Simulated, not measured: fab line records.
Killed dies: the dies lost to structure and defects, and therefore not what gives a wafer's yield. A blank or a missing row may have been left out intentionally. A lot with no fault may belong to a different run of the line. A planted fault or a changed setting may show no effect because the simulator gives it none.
Which tool is to blame? + flow sky130 + 14 lots with 41 wafers sampled at 2 steps, on a route of 708 steps

WHAT EACH GAUGE READ, for each wafer
The record holds no reading of a measuring or inspecting step that can be judged against a usual standard deviation.

EACH LOT AND THE TOOL THAT RAN IT (in order: tool; ch and the chambers of the sampled wafers; start)
| lot  | SKY_METAL5_CLEAN_19             | SKY_PAD_OPEN_PROBE_99   |
|------|---------------------------------|-------------------------|
| L887 | wet-bench-04 ch 2, day 43 13:25 | -                       |
| L888 | wet-bench-04 ch 2, day 43 16:11 | -                       |
| L889 | wet-bench-04 ch 2, day 44 06:53 | -                       |
| L890 | wet-bench-02 ch 3, day 44 13:40 | -                       |
| L892 | wet-bench-01 ch 2, day 45 01:35 | -                       |
| L894 | wet-bench-04 ch 2, day 45 15:40 | -                       |
| L895 | wet-bench-02 ch 1, day 45 16:34 | -                       |
| L897 | wet-bench-04 ch 0, day 46 09:49 | -                       |
| L899 | wet-bench-02 ch 2, day 47 02:14 | -                       |
| L904 | wet-bench-04 ch 3, day 49 02:28 | prober-02, day 50 14:38 |
| L906 | wet-bench-01 ch 2, day 49 04:40 | -                       |
| L905 | wet-bench-04 ch 1, day 49 04:57 | prober-02, day 50 18:22 |
| L908 | wet-bench-02 ch 0, day 49 05:19 | -                       |
| L910 | wet-bench-02 ch 1, day 49 09:30 | -                       |
- SKY_METAL5_CLEAN_19: cleans in O3/DIW.
- SKY_PAD_OPEN_PROBE_99

AS READ BY THE TOOLS THEMSELVES (means over the sampled wafers that have a number; for cases with no such wafer, the mark the record gives instead)
SKY_PAD_OPEN_PROBE_99.
| lot  | tool      | defect-limited-yield (%) | killed_at_M0_to_M3 | killed_at_M4_up | killed-at-contacts | killed-at-front-end | killed-at-other | killed-dies | killed-open | killed-short | sort_bin_3_pad_short (%) | sort_bin_5_function (%) | sort_bin_6_memory (%) | sort-n-pass | sort-yield-pct (%) |
|------|-----------|--------------------------|--------------------|-----------------|--------------------|---------------------|-----------------|-------------|-------------|--------------|--------------------------|-------------------------|-----------------------|-------------|--------------------|
| L904 | prober-02 | 75.0                     | 50                 | 37.0            | 24                 | 12                  | 0.5             | 123         | 46          | 40           | 2.8                      | 14.1                    | 8.1                   | 369         | 75.0               |
| L905 | prober-02 | 78.3                     | 33                 | 38.3            | 23                 | 13                  | 0.0             | 107         | 41          | 31           | 1.4                      | 14.5                    | 5.8                   | 385         | 78.3               |

THE ANSWER, worked out from the rows above alone
Rule: the usual values come from the lots themselves. The widest of any qualifying gaps counts: lots, ordered by their means at a reading, are off when they make up no more than a third of the lots, leave a main group of 4 or more, and stand apart from it by 3 or more times the standard deviation of that group's means. A main group is skipped when, at the precision printed for the reading in the tables above, its means are all equal. Also off: a lot with no number at a reading for which 4 or more lots have one. All remaining lots with rows at the step are treated as sound. First the gauges in route order, then the tools' own readings, where a lot's mean is used as printed above. The first step at which some lot is off is used, and at that step the reading that is off furthest; a lot without a number counts as furthest.
No lot is off at any reading shown: from this, nothing can be told.

WHAT THE SIMULATOR HAD INSERTED
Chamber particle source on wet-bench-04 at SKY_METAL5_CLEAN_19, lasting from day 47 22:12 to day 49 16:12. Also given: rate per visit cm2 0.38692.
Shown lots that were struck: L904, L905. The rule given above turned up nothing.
